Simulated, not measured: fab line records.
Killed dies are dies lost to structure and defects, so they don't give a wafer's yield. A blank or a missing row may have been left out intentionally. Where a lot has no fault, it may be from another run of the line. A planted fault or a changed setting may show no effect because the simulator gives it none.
Which tool was responsible? + flow sky130 + Sampling: 10 lots, 30 wafers, 6 of 708 route steps

== WHAT THE GAUGES READ, wafer by wafer ==
No reading from a measuring or inspecting step in the record can be judged against a usual standard deviation.

== EACH LOT AND THE TOOL THAT RAN IT (in order: tool; ch and the chambers of the sampled wafers; start) ==
| lot  | SKY_METAL3_SPUTTER_04        | SKY_METAL3_ETCH_16                | SKY_VIA3_HDPCVD_00               | SKY_VIA3_ETCH_15                   | SKY_VIA3_STRIP_16                    | SKY_PAD_OPEN_PROBE_99   |
|------|------------------------------|-----------------------------------|----------------------------------|------------------------------------|--------------------------------------|-------------------------|
| L567 | pvd_sputter-03, day 37 18:15 | rie_metal-04 ch 0,1, day 39 22:08 | hdpcvd-01 ch 0,1,2, day 39 23:02 | rie_diel-03 ch 1,2, day 41 00:24   | plasma_asher-03 ch 0,1, day 41 00:28 | prober-02, day 47 02:47 |
| L575 | pvd_sputter-04, day 39 23:59 | rie_metal-01 ch 0,1, day 42 03:11 | hdpcvd-01 ch 0,1,2, day 42 04:10 | rie_diel-03 ch 0,2, day 43 04:56   | plasma_asher-03 ch 0,1, day 43 05:02 | prober-01, day 48 22:42 |
| L576 | pvd_sputter-03, day 40 08:04 | rie_metal-02 ch 0,1, day 42 09:35 | hdpcvd-01 ch 0,1, day 42 10:37   | rie_diel-01 ch 1,2, day 43 10:57   | plasma_asher-02 ch 0,1, day 43 11:01 | prober-02, day 49 04:53 |
| L577 | pvd_sputter-04, day 40 14:43 | rie_metal-04 ch 0,1, day 42 16:55 | hdpcvd-01 ch 0,1,2, day 42 17:56 | rie_diel-01 ch 1,2, day 43 17:27   | plasma_asher-01 ch 0,1, day 43 17:33 | prober-01, day 49 09:22 |
| L580 | pvd_sputter-03, day 41 15:35 | rie_metal-01 ch 0,1, day 43 16:11 | hdpcvd-01 ch 0,1,2, day 43 17:05 | rie_diel-01 ch 0,1,3, day 44 16:36 | plasma_asher-03 ch 0,1, day 44 16:40 | prober-02, day 50 01:32 |
| L581 | pvd_sputter-01, day 41 18:05 | rie_metal-02 ch 0,1, day 43 17:49 | hdpcvd-01 ch 1,2, day 43 18:47   | rie_diel-04 ch 0,1,3, day 44 18:18 | plasma_asher-01 ch 0,1, day 44 18:22 | prober-01, day 50 04:48 |
| L583 | pvd_sputter-03, day 42 08:37 | rie_metal-01 ch 0,1, day 44 08:21 | hdpcvd-01 ch 0,2, day 44 09:16   | rie_diel-01 ch 1,2,3, day 45 07:57 | plasma_asher-01 ch 0,1, day 45 08:02 | prober-01, day 50 14:55 |
| L587 | pvd_sputter-03, day 43 15:11 | rie_metal-01 ch 0, day 45 14:31   | hdpcvd-01 ch 1,2, day 45 15:32   | rie_diel-03 ch 0,1,3, day 46 14:27 | plasma_asher-02 ch 0,1, day 46 14:31 | prober-01, day 51 14:13 |
| L588 | pvd_sputter-04, day 43 17:25 | rie_metal-04 ch 0,1, day 45 15:35 | hdpcvd-02 ch 0,1, day 45 16:49   | rie_diel-01 ch 0,1,2, day 46 15:37 | plasma_asher-01 ch 0,1, day 46 15:41 | prober-02, day 51 15:04 |
| L589 | pvd_sputter-03, day 43 22:32 | rie_metal-01 ch 0, day 45 21:00   | hdpcvd-01 ch 0,1,2, day 45 21:58 | rie_diel-03 ch 0,1,2, day 46 20:00 | plasma_asher-03 ch 0,1, day 46 20:05 | prober-01, day 51 19:32 |
- SKY_METAL3_SPUTTER_04: material TiN, target thk 70 nm, time 58.3 s.
- SKY_METAL3_ETCH_16: etches BARC in N2/H2, stops on SiO2, time 88.2 s, target depth 60 nm.
- SKY_VIA3_HDPCVD_00: deposits SiO2, target thk 1635 nm, time 272.5 s.
- SKY_VIA3_ETCH_15: etches SiO2 in C4F8/O2/Ar, stops on TiN, target depth 507 nm, time 78 s.
- SKY_VIA3_STRIP_16: strips in O2/N2.
- SKY_PAD_OPEN_PROBE_99

== AS READ BY THE TOOLS THEMSELVES (means over the sampled wafers that have a number; for cases with no such wafer, the mark the record gives instead) ==
SKY_METAL3_SPUTTER_04. Usual: chamber_pressure_pa 0.4000 Pa, standard deviation 0.00084; throttle_valve_pct 30.2 %, standard deviation 1.1.
| lot  | tool           | chamber_pressure_pa (Pa) | throttle_valve_pct (%) | flag |
|------|----------------|--------------------------|------------------------|------|
| L567 | pvd_sputter-03 | 0.4007                   | 30.7                   |      |
| L575 | pvd_sputter-04 | 0.4002                   | 30.9                   |      |
| L576 | pvd_sputter-03 | 0.4008                   | 30.7                   |      |
| L577 | pvd_sputter-04 | 0.3993                   | 31.5                   |      |
| L580 | pvd_sputter-03 | 0.3998                   | 30.0                   |      |
| L581 | pvd_sputter-01 | 0.4005                   | 30.0                   |      |
| L583 | pvd_sputter-03 | 0.3995                   | 30.6                   |      |
| L587 | pvd_sputter-03 | 0.4001                   | 29.6                   |      |
| L588 | pvd_sputter-04 | 0.4004                   | 30.5                   |      |
| L589 | pvd_sputter-03 | 0.3994                   | 29.4                   |      |

SKY_METAL3_ETCH_16. Usual: drypump_motor_current_A 5.9 A, standard deviation 0.34; n2_flow_sccm 100.0 sccm, standard deviation 0.34; oes_product_au 0.626 a.u., standard deviation 0.0047; rf_fwd_power_W 496.9 W, standard deviation 1.9; throttle_valve_pct 13.204 %, standard deviation 0.01.
| lot  | tool         | drypump_motor_current_A (A) | n2_flow_sccm (sccm) | oes_product_au (a.u.) | rf_fwd_power_W (W) | throttle_valve_pct (%) | flag |
|------|--------------|-----------------------------|---------------------|-----------------------|--------------------|------------------------|------|
| L567 | rie_metal-04 | 5.8                         | 100.1               | 0.623                 | 494.9              | 13.203                 |      |
| L575 | rie_metal-01 | 5.6                         | 99.8                | 0.629                 | 496.7              | 13.198                 |      |
| L576 | rie_metal-02 | 6.1                         | 99.7                | 0.627                 | 496.8              | 13.198                 |      |
| L577 | rie_metal-04 | 5.8                         | 100.2               | 0.624                 | 495.6              | 13.200                 |      |
| L580 | rie_metal-01 | 5.5                         | 100.0               | 0.629                 | 497.7              | 13.219                 |      |
| L581 | rie_metal-02 | 6.2                         | 100.2               | 0.627                 | 497.9              | 13.212                 |      |
| L583 | rie_metal-01 | 5.7                         | 100.0               | 0.629                 | 498.2              | 13.192                 |      |
| L587 | rie_metal-01 | 5.9                         | 100.3               | 0.626                 | 498.1              | 13.200                 |      |
| L588 | rie_metal-04 | 5.8                         | 99.8                | 0.625                 | 494.3              | 13.199                 |      |
| L589 | rie_metal-01 | 5.9                         | 99.8                | 0.621                 | 496.6              | 13.208                 |      |

SKY_VIA3_HDPCVD_00. Usual: pressure_mtorr 6.000 mTorr, standard deviation 0.013; run_length_s 300.2 s, standard deviation 0.57; sih4_flow_sccm 60.00 sccm, standard deviation 0.16; susceptor_temp_C 400.00 C, standard deviation 0.21.
| lot  | tool      | pressure_mtorr (mTorr) | run_length_s (s) | sih4_flow_sccm (sccm) | susceptor_temp_C (C) | flag |
|------|-----------|------------------------|------------------|-----------------------|----------------------|------|
| L567 | hdpcvd-01 | 5.999                  | 300.3            | 59.96                 | 399.90               |      |
| L575 | hdpcvd-01 | -                      | -                | -                     | -                    | OFF  |
| L576 | hdpcvd-01 | -                      | -                | -                     | -                    | OFF  |
| L577 | hdpcvd-01 | -                      | -                | -                     | -                    | OFF  |
| L580 | hdpcvd-01 | 6.001                  | 300.4            | 60.05                 | 399.99               |      |
| L581 | hdpcvd-01 | 5.999                  | 300.5            | 60.12                 | 399.91               |      |
| L583 | hdpcvd-01 | 6.004                  | 300.4            | 59.91                 | 400.19               |      |
| L587 | hdpcvd-01 | 5.995                  | 300.4            | 59.85                 | 399.99               |      |
| L588 | hdpcvd-02 | 6.012                  | 299.8            | 59.91                 | 400.09               |      |
| L589 | hdpcvd-01 | 6.007                  | 300.1            | 60.06                 | 400.06               |      |

SKY_VIA3_ETCH_15. Usual: oes_product_au 0.946 a.u., standard deviation 0.0047; rf_fwd_power_W 1490 W, standard deviation 5.6.
| lot  | tool        | oes_product_au (a.u.) | rf_fwd_power_W (W) | flag |
|------|-------------|-----------------------|--------------------|------|
| L567 | rie_diel-03 | 0.949                 | 1489               |      |
| L575 | rie_diel-03 | 0.376                 | 1491               | OFF  |
| L576 | rie_diel-01 | 0.377                 | 1491               | OFF  |
| L577 | rie_diel-01 | 0.372                 | 1492               | OFF  |
| L580 | rie_diel-01 | 0.942                 | 1490               |      |
| L581 | rie_diel-04 | 0.945                 | 1481               |      |
| L583 | rie_diel-01 | 0.946                 | 1489               |      |
| L587 | rie_diel-03 | 0.947                 | 1493               |      |
| L588 | rie_diel-01 | 0.944                 | 1488               |      |
| L589 | rie_diel-03 | 0.946                 | 1488               |      |

SKY_VIA3_STRIP_16. Usual: drypump_motor_current_A 5.7 A, standard deviation 0.38; n2_flow_sccm 300.0 sccm, standard deviation 0.92; oes_product_au 0.402 a.u., standard deviation 0.0048; strip_time_to_endpoint_s 4.122 s, standard deviation 0.028.
| lot  | tool            | drypump_motor_current_A (A) | n2_flow_sccm (sccm) | oes_product_au (a.u.) | strip_time_to_endpoint_s (s) | flag |
|------|-----------------|-----------------------------|---------------------|-----------------------|------------------------------|------|
| L567 | plasma_asher-03 | 5.7                         | 299.8               | 0.401                 | 4.134                        |      |
| L575 | plasma_asher-03 | 5.7                         | 301.1               | 0.401                 | 4.118                        |      |
| L576 | plasma_asher-02 | 6.1                         | 299.5               | 0.405                 | 4.143                        |      |
| L577 | plasma_asher-01 | 5.2                         | 300.4               | 0.406                 | 4.121                        |      |
| L580 | plasma_asher-03 | 5.7                         | 300.3               | 0.400                 | 4.151                        |      |
| L581 | plasma_asher-01 | 5.5                         | 300.4               | 0.399                 | 4.124                        |      |
| L583 | plasma_asher-01 | 5.5                         | 300.2               | 0.402                 | 4.118                        |      |
| L587 | plasma_asher-02 | 6.1                         | 299.8               | 0.403                 | 4.119                        |      |
| L588 | plasma_asher-01 | 5.2                         | 300.4               | 0.397                 | 4.112                        |      |
| L589 | plasma_asher-03 | 5.6                         | 299.2               | 0.404                 | 4.136                        |      |

SKY_PAD_OPEN_PROBE_99. Usual: defect_limited_yield 82.5 %, standard deviation 2.2; killed_at_M0_to_M3 43, standard deviation 7.5; killed_at_M4_up 3.2, standard deviation 1.9; killed_at_contacts 24, standard deviation 5.6; killed_at_front_end 15, standard deviation 4.8; killed_at_other 0.2, standard deviation 0.54; killed_dies 86, standard deviation 11; killed_on_rim 17, standard deviation 3.6; killed_open 47, standard deviation 7.6; killed_short 39, standard deviation 7.1; sort_bin_3_pad_short 0.8 %, standard deviation 0.36; sort_bin_5_function 10.4 %, standard deviation 1.6; sort_bin_6_memory 6.3 %, standard deviation 1.3; sort_n_pass 406, standard deviation 11; sort_yield_pct 82.5 %, standard deviation 2.2.
| lot  | tool      | defect_limited_yield (%) | killed_at_M0_to_M3 | killed_at_M4_up | killed_at_contacts | killed_at_front_end | killed_at_other | killed_dies | killed_on_rim | killed_open | killed_short | sort_bin_3_pad_short (%) | sort_bin_5_function (%) | sort_bin_6_memory (%) | sort_n_pass | sort_yield_pct (%) | flag |
|------|-----------|--------------------------|--------------------|-----------------|--------------------|---------------------|-----------------|-------------|---------------|-------------|--------------|--------------------------|-------------------------|-----------------------|-------------|--------------------|------|
| L567 | prober-02 | 84.3                     | 41                 | 1.7             | 20                 | 13                  | 1.0             | 77          | 13            | 43          | 34           | 0.9                      | 8.7                     | 6.1                   | 415         | 84.3               |      |
| L575 | prober-01 | 0.0                      | 485                | 0.3             | 4                  | 3                   | 0.0             | 492         | 96            | 12          | 5            | 24.8                     | 72.2                    | 3.0                   | 0           | 0.0                | OFF  |
| L576 | prober-02 | 0.0                      | 483                | 1.3             | 5                  | 3                   | 0.0             | 492         | 96            | 9           | 10           | 25.3                     | 72.3                    | 2.3                   | 0           | 0.0                | OFF  |
| L577 | prober-01 | 0.0                      | 483                | 0.3             | 6                  | 3                   | 0.0             | 492         | 96            | 9           | 6            | 24.4                     | 71.7                    | 3.9                   | 0           | 0.0                | OFF  |
| L580 | prober-02 | 83.9                     | 37                 | 3.0             | 27                 | 12                  | 0.0             | 79          | 15            | 43          | 36           | 0.8                      | 9.1                     | 6.2                   | 413         | 83.9               |      |
| L581 | prober-01 | 82.2                     | 47                 | 4.7             | 24                 | 12                  | 0.0             | 87          | 19            | 44          | 43           | 1.2                      | 10.9                    | 5.6                   | 405         | 82.2               |      |
| L583 | prober-01 | 80.6                     | 50                 | 2.0             | 27                 | 17                  | 0.3             | 96          | 21            | 56          | 39           | 0.9                      | 11.3                    | 7.2                   | 396         | 80.6               |      |
| L587 | prober-01 | 82.9                     | 39                 | 2.7             | 22                 | 20                  | 0.3             | 84          | 16            | 44          | 41           | 0.6                      | 10.0                    | 6.6                   | 408         | 82.9               |      |
| L588 | prober-02 | 80.8                     | 49                 | 2.0             | 25                 | 19                  | 0.3             | 95          | 20            | 50          | 44           | 0.9                      | 11.8                    | 6.5                   | 397         | 80.8               |      |
| L589 | prober-01 | 83.8                     | 48                 | 1.3             | 19                 | 11                  | 0.3             | 80          | 15            | 38          | 41           | 0.9                      | 9.2                     | 6.1                   | 412         | 83.8               |      |

== THE ANSWER, worked out from the rows above alone ==
Rule: a lot counts as off when the mean over its wafers that have a number is more than 3 standard deviations away from the usual mean. Also off: a lot with no number at a reading for which 4 or more lots have one. All remaining lots with rows at the step are treated as sound. The gauges are gone through in route order, then the tools' own readings, and for those a lot's mean is taken as printed above. The first step at which some lot is off is used, and at that step the reading that is off furthest; a lot without a number counts as furthest.
Off: L575, L576, L577, at SKY_VIA3_HDPCVD_00 (pressure_mtorr). Without a number there: L575, L576, L577.
A tool fits if, at that step or a process step before it, it ran every lot that is off, and no sound lot after the first of them. Of those tried, none fits.

== WHAT WAS PUT IN BY THE SIMULATOR ==
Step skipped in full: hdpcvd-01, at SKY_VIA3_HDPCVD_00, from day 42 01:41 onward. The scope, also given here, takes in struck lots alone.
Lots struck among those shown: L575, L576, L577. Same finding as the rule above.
